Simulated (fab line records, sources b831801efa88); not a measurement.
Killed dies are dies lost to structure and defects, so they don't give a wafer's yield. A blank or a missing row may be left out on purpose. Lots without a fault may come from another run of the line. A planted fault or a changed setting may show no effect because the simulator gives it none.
Split-lot experiment | flow gf180mcu | 5 lots, 23 wafers read, on a route of 602 steps

THE SPLIT
At GF_V5_CVD_00 (deposits SiO2, target thk 300 nm, time 50 s), the setting sih4_flow_sccm was moved away from the recipe's 60 sccm on 9 of the 23 wafers read, by -7.4% to +13.8%. The other wafers ran this setting at the recipe's value.

The file shows no step between the split and the reading.

THE READING
V5_CVD_00_THK, in nm, at GF_V5_THK_MEAS_01. Fault-free wafers of this fab line usually give 299.7 nm, standard deviation 2.6 nm.

wafer  | tool, chamber at the split | sih4_flow_sccm as run, sccm | against the recipe | V5_CVD_00_THK, nm | against lot-mates on the recipe
L077.1 | hdpcvd-02, 1               | 65.45                       | +9.1%              | 329.9             | +27.4
L077.2 | hdpcvd-02, 2               | 65.45                       | +9.1%              | 328.6             | +26.1
L077.3 | hdpcvd-02, 0               | 60                          | recipe             | 304.4             | -
L077.5 | hdpcvd-02, 0               | 60                          | recipe             | 302.1             | -
L077.6 | hdpcvd-02, 1               | 60                          | recipe             | 301.0             | -
L078.1 | hdpcvd-02, 2               | 60                          | recipe             | 294.2             | -
L078.2 | hdpcvd-02, 1               | 68.3                        | +13.8%             | 339.5             | +42.8
L078.3 | hdpcvd-02, 0               | 60                          | recipe             | 299.2             | -
L078.5 | hdpcvd-02, 0               | 68.3                        | +13.8%             | 342.7             | +46.0
L078.6 | hdpcvd-02, 2               | 68.3                        | +13.8%             | 344.5             | +47.8
L079.1 | hdpcvd-01, 1               | 60                          | recipe             | 299.3             | -
L079.4 | hdpcvd-01, 2               | 60                          | recipe             | 299.7             | -
L079.6 | hdpcvd-01, 0               | 60                          | recipe             | 300.0             | -
L082.1 | hdpcvd-02, 1               | 67.01                       | +11.7%             | 338.4             | +37.8
L082.2 | hdpcvd-02, 0               | 60                          | recipe             | 304.3             | -
L082.3 | hdpcvd-02, 2               | 60                          | recipe             | 297.2             | -
L082.5 | hdpcvd-02, 0               | 67.01                       | +11.7%             | 338.1             | +37.5
L082.6 | hdpcvd-02, 2               | 60                          | recipe             | 300.3             | -
L084.1 | hdpcvd-01, 2               | 60                          | recipe             | 303.3             | -
L084.2 | hdpcvd-01, 1               | 55.56                       | -7.4%              | 277.9             | -24.4
L084.4 | hdpcvd-01, 0               | 55.56                       | -7.4%              | 276.5             | -25.8
L084.5 | hdpcvd-01, 1               | 60                          | recipe             | 303.6             | -
L084.6 | hdpcvd-01, 2               | 60                          | recipe             | 299.9             | -

THE FIT
A straight line over all 23 wafers: V5_CVD_00_THK changes by +3.1 nm for each +1% of sih4_flow_sccm; r = +0.99; the points scatter about the line by 2.5 nm.
The same after taking each lot's own level away (the mean of its wafers on the recipe; 23 wafers): +3.25 nm for each +1%; r = +1.00; scatter 2 nm.
On that fit, the largest move of sih4_flow_sccm shifts the reading by 45 nm.
The lots' own levels span 296.70 to 302.50 nm, that is 2.2 times the standard deviation above.
So the lot-to-lot level changes the slope little: the two slopes agree.
Check: with one of the wafers moved furthest among these (+13.8%) left out of the fit, the line predicts +45.1 nm for it against its lot-mates. It came out at +42.8 nm against them.

OTHER SPLITS ON THESE WAFERS
These wafers also went through other splits before the reading. Each is held against what the fit with the lots' levels taken away leaves over:
other split on the same wafers        | wafers away from the commonest value | r with V5_CVD_00_THK (lot level and that fit taken away)
GF_V4_COAT_09 resist_thk_nm           | 11                                   | +0.01
GF_MIM_SPUTTER_00 chamber_pressure_pa | 10                                   | +0.04
GF_M5_METAL_ETCH_10 bias_w            | 7                                    | -0.24

THE WHOLE CHAIN: every reading that the file lists as answering this split, in the file's order
step              | what it does                                | reading                                                                   | change (the file's fit)              | r (the file's)
GF_V5_CVD_00      | deposits SiO2, target thk 300 nm, time 50 s | SiO2_of_V5_CVD_00.thk_nm (the simulator's own value, which no gauge read) | +3.21 nm for each +1% of the setting | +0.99
GF_V5_THK_MEAS_01 |                                             | V5_CVD_00_THK                                                             | +3.22 for each +1% of the setting    | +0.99

THE FILE'S OWN FIT
V5_CVD_00_THK changes by +3.22 nm for each +1% of sih4_flow_sccm, r = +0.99.
